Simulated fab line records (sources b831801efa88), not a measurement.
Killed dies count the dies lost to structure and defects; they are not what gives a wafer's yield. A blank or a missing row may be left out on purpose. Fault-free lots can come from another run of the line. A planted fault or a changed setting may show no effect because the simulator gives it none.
Check for tools in common    flow gf180mcu    Sampled: 14 lots, 42 wafers

== WHY IT WAS OPENED ==
Of 14 lots, 2 have the reading MVSD_TW flagged at GF_MVSD_TW_MEAS_11. Fault-free wafers read 1569, with a standard deviation of 10.
Rule: a lot is flagged in two cases, either no wafer of it has a number, or all its wafers with numbers fall more than 4 standard deviations from that mean. The other lots count as sound.

lot   measured      on             MVSD_TW, wafer by wafer  flag
L663  day 4 11:03   film_metro-03  1546 1553 1561           
L664  day 4 16:33   film_metro-01  1557 1564 1566           
L665  day 4 23:05   film_metro-02  1552 1553 1557           
L667  day 5 08:54   film_metro-01  1571 1574 1578           
L671  day 6 08:56   film_metro-03  1551 1560 1556           
L672  day 6 15:06   film_metro-03  1555 1546 1552           
L673  day 6 20:30   film_metro-02  1571 1559 1557           
L674  day 7 03:26   film_metro-03  1556 1556 1557           
L675  day 7 07:51   film_metro-01  1572 1574 1565           
L676  day 7 15:09   film_metro-02  1512 1504 1522           FLAGGED
L677  day 7 19:27   film_metro-03  1491 1489 1486           FLAGGED
L680  day 8 14:05   film_metro-01  1574 1575 1577           
L682  day 8 23:19   film_metro-01  1579 1580 1580           
L686  day 10 00:20  film_metro-02  1578 1580 1580           
On average the flagged lots' numbers are 1501, which is -68 against the usual, or -7 standard deviations.

== TOOL THAT RAN EACH LOT ==
The record keeps 1 process step preceding the reading, out of 602 steps on the route. Read each cell as the tool, then ch plus the chambers that the sampled wafers visited, then the start.
lot   flag     GF_MVSD_IMPLANT_09
L663           implanter-02 ch 0, day 4 10:50
L664           implanter-04 ch 0, day 4 16:20
L665           implanter-03 ch 0, day 4 22:52
L667           implanter-04 ch 0, day 5 08:40
L671           implanter-04 ch 0, day 6 08:41
L672           implanter-02 ch 0, day 6 14:52
L673           implanter-03 ch 0, day 6 20:15
L674           implanter-03 ch 0, day 7 03:11
L675           implanter-03 ch 0, day 7 07:37
L676  FLAGGED  implanter-04, day 7 14:55
L677  FLAGGED  implanter-04, day 7 19:14
L680           implanter-04 ch 0, day 8 13:50
L682           implanter-04 ch 0, day 8 23:04
L686           implanter-04 ch 0, day 10 00:05
What is done by these steps:
- GF_MVSD_IMPLANT_09
- GF_MVSD_TW_MEAS_11

== FLAGGED OVER TOTAL, TOOL BY TOOL (the gauges that took the reading come last) ==
step                tool           lots run  flagged  share of the flagged lots  sound lots run after its first flagged lot
GF_MVSD_IMPLANT_09  implanter-02   2         0        none                       -
GF_MVSD_IMPLANT_09  implanter-03   4         0        none                       -
GF_MVSD_IMPLANT_09  implanter-04   8         2        all                        3 (L680,L682,L686)
GF_MVSD_TW_MEAS_11  film_metro-01  5         0        none                       -
GF_MVSD_TW_MEAS_11  film_metro-02  4         1        some                       1 (L686)
GF_MVSD_TW_MEAS_11  film_metro-03  5         1        some                       0

== WHAT IS ALLOWED BY THE TABLE ==
In the table, 1 row covers all flagged lots: implanter-04 at GF_MVSD_IMPLANT_09.
- implanter-04 at GF_MVSD_IMPLANT_09: 2 of its 8 lots flagged. Lots that were sound ran on it after the first flagged one (L680, L682, L686); a persistent fault on the entire tool would not allow that. On the flagged lots its readings are blank where sound lots have values: beam_energy_keV, beam_on_s.
Every row of the table either missed a flagged lot or ran a sound lot after the first.

== WHAT HAD BEEN PUT IN BY THE SIMULATOR ==
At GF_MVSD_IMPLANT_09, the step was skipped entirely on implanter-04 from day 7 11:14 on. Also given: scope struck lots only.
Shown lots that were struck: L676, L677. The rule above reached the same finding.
